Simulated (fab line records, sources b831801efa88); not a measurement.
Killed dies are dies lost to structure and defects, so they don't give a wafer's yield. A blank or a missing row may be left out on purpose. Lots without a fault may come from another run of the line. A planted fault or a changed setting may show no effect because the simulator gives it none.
A struck lot beside a sound one | flow sky130 | 17 steps out of a route of 708
Sound: wafers L964.1, L964.2, L964.5. Struck: wafers L961.2, L961.6. (L961.5 of the same lot was not struck and is left out.) The cause comes at the end.
At each step with rows: each side's tool, then ch and its chambers, then its first start. Under that, the readings that differ: sound wafers | struck wafers | difference of the means | sigmas: that difference in standard deviations of wafers without a fault.
alike: readings whose means differ by less than 2 such deviations, and words and numbers that are the same on both sides. not compared: withheld readings, readings that some wafer has no value for, bounds like >300 that may hide the same value, and numbers for which the record gives no deviation and whose values overlap.
The two part at a step that has a row with sigmas, a row that says differs or no value, or rows on one side only. Numbers that don't overlap but have no deviation are shown without sigmas and don't part them. A reading that every wafer of one side lacks parts them only if that side has two wafers or more.

SKY_SPACER_THK_MEAS_01:
  sound on film_metro-01, day 27 21:02; struck on film_metro-04, day 27 01:13
  alike: SPACER_CVD_00_THK
SKY_SPACER_ETCHBACK_02: etches Si3N4 in CH3F/O2, stops on SiO2, time 46.7 s, target depth 45 nm.
  sound on rie_diel-01 ch 1,2,3, day 27 21:06; struck on rie_diel-01 ch 3, day 27 01:16
  alike: O2_flow_sccm, drypump_motor_current_A, oes_product_au, throttle_valve_pct
  not compared: rf_hours_counter_h
then, 8 steps without rows for these wafers: SKY_POLY_CUT_DEHYDRATE_00 (time 60 s); SKY_POLY_CUT_HMDS_01 (prime time 60 s); SKY_POLY_CUT_COAT_02 (resist thk 60 nm); SKY_POLY_CUT_COAT_03 (resist thk 450 nm); SKY_POLY_CUT_SOFTBAKE_04 (time 90 s); SKY_POLY_CUT_EXPOSE_05 (exposes mask NPCM, target cd 270 nm); SKY_POLY_CUT_PEB_06; SKY_POLY_CUT_DEVELOP_07 (develop time 60 s).
SKY_POLY_CUT_CD_MEAS_08: target cd 270 nm.
  sound on cd_sem-01, day 29 02:05; struck on cd_sem-01, day 28 05:53
  reading    | sound             | struck      | difference | sigmas
  cd_nm (nm) | 268.8 270.4 268.9 | 272.7 272.9 | +3.4       | +3
SKY_POLY_CUT_OVL_MEAS_09:
  sound on overlay-02, day 29 02:13; struck on overlay-02, day 28 05:59
  alike: POLY_CUT_OVL
SKY_POLY_CUT_ETCH_10: etches BARC in N2/H2, stops on SiO2, time 45.9 s, target depth 60 nm.
  sound on rie_diel-01 ch 0,1, day 29 02:15; struck on rie_diel-03 ch 2,3, day 28 06:01
  reading                                         | sound             | struck      | difference | sigmas
  model.KrF-thick_of_POLY_CUT_COAT_03.thk_nm (nm) | 408.9 408 408.3   | 393.4 393.9 | -14.8      |
  model.POLY_CUT.cd_nm (nm)                       | 268.5 270.4 269.1 | 277.7 277.8 | +8.4       |
  model.SiO2_of_SONOS_ONO_CVD_04.thk_nm (nm)      | 4.166 4.142 4.159 | 3.038 3.02  | -1.127     |
  alike: drypump_motor_current_A, oes_product_au, throttle_valve_pct
  not compared: rf_hours_counter_h
SKY_POLY_CUT_ETCH_11: etches Si3N4 in CF4/CH2F2/Ar, stops on poly-Si, time 42.5 s, target depth 60 nm.
  sound on rie_diel-01 ch 0,1, day 29 02:17; struck on rie_diel-03 ch 2,3, day 28 06:03
  reading                   | sound           | struck      | difference | sigmas
  model.POLY_CUT.cd_nm (nm) | 268.7 270.4 269 | 277.7 277.8 | +8.4       |
  alike: drypump_motor_current_A, oes_product_au, throttle_valve_pct
  not compared: rf_hours_counter_h
SKY_POLY_CUT_STRIP_12: strips in O2/N2.
  sound on plasma_asher-02 ch 0,1, day 29 02:20; struck on plasma_asher-02 ch 1, day 28 06:05
  reading                      | sound             | struck      | difference | sigmas
  strip_time_to_endpoint_s (s) | 5.373 5.364 5.342 | 5.210 5.208 | -0.151     | -9
  alike: drypump_motor_current_A, oes_product_au
  not compared: rf_hours_counter_h
then, 1 step without rows for these wafers: SKY_SD_P_DEHYDRATE_00 (time 60 s).
SKY_PAD_OPEN_PROBE_99:
  the record has rows for the sound wafers here (prober-01, day 49 03:42) and none for the struck ones

WHERE THEY PART
First at SKY_POLY_CUT_CD_MEAS_08; last, within this record, at SKY_PAD_OPEN_PROBE_99.

WHY: what the simulator had put in
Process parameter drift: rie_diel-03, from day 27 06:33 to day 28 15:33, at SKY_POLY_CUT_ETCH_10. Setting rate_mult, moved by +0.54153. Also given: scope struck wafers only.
